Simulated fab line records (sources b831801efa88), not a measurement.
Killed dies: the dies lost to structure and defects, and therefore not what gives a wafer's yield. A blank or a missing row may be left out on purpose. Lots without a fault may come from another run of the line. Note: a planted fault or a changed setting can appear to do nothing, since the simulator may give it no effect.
Problem report in the 8D (eight disciplines) form, filled by code -- flow gf180mcu -- the parts of the form that need people (team, actions taken, sign-off) are left out

== 1. THE PROBLEM ==
MVSD_TW at GF_MVSD_TW_MEAS_11 reads a mean of 30 on 3 wafers of 1 lot; wafers without a fault read 1568 with a standard deviation of 13. That is -99 or more standard deviations from the usual mean.
The first sign was on wafer L528.2 at day 6 16:25, on film_metro-03. Wafers with a number at this step in the record: 39, from 13 lots. By rule, "out" or "out of limits" means more than 4 standard deviations away from the usual mean. Any other wafer with a number is counted as sound.

== 2. WHAT IT IS, AND WHAT IT ISN'T ==
question,is,is not
which readings at this step,MVSD_TW,-
which lots,L528,"L520, L521, L522, L524, L525, L535, L536, L537, L538, L539, L541, L542"
which wafers of those lots,all that have a number,-
read on which gauges,film_metro-03,"film_metro-01, film_metro-04"
when,from day 6 16:25,"up to then (15 sound wafers); but 21 sound wafers of L535, L536, L537, L538, L539, L541, L542 came after"

== 3. SUSPECTS, AND WHAT RULES EACH OUT ==
Counting: a tool stays on the suspect list if, at a process step up to the reading, it processed all lots that are out and no sound lot following the first of them.
- the gauge at GF_MVSD_TW_MEAS_11 is ruled out. All the wafers that are out were read on film_metro-03, but those of them that GF_LVPWELL_STRIP_10 has rows for are out there too, on other tools.
- plasma_asher-01 at GF_NWELL_STRIP_10 (strips in O2/N2): ruled out as a lasting fault. The sound lots L535, L538, L542 went through it after L528, its earliest lot that is out (day 5 10:25).
- plasma_asher-01 at GF_LVPWELL_STRIP_10 (strips in O2/N2): ruled out as a lasting fault. The sound lots L539, L542 went through it after L528, its earliest lot that is out (day 6 01:07).
- plasma_asher-01 at GF_MVSD_STRIP_10 (strips in O2/N2): ruled out as a lasting fault. The sound lots L537 went through it after L528, its earliest lot that is out (day 6 16:19).
Left after counting: nothing in the record.

== 4. THE CAUSE (what the simulator had put in) ==
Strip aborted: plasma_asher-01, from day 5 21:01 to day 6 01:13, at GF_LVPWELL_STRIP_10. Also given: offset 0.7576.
Counting ruled it out, wrongly: the rule takes a fault to strike every lot that its tool runs from its start on, and this one did not.

== 5. THE CHAIN OF EFFECTS, in route order ==
One row per reading whose mean, taken over the struck wafers that have a number, lies over 3 standard deviations from the usual. Readings are gone through only where the record gives a usual standard deviation; hours: the median, over the lots, of the time from a lot's start at the first step in this table giving one to that lot's start at this step; sigmas: the change measured in usual standard deviations.
hours,step,reading,usual,on struck wafers,change,sigmas
0,GF_LVPWELL_STRIP_10,oes_product_au,0.723 a.u.,0.936,+0.213,+41
15,GF_MVSD_STRIP_10,strip_time_to_endpoint_s,36.91 s,60.35,+23.44,+99 or more
15,GF_MVSD_TW_MEAS_11,MVSD_TW,1568,30,-1538,-99 or more
Its process steps:
- GF_LVPWELL_STRIP_10: strips in O2/N2.
- GF_MVSD_STRIP_10: strips in O2/N2.
Readings that are blank on the struck wafers while sound wafers have them: strip_time_to_endpoint_s at GF_LVPWELL_STRIP_10.

== 6. HOW IT WOULD HAVE BEEN CAUGHT EARLIER ==
19 hours passed between the start of the fault at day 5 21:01 and the first reading out of limits at a measuring or inspecting step in this record, taken at day 6 16:25.
At GF_LVPWELL_STRIP_10, the tool's own readings (oes_product_au) were out on each struck wafer the step has a row for, so an alarm limit on them would have fired on the first such wafer.
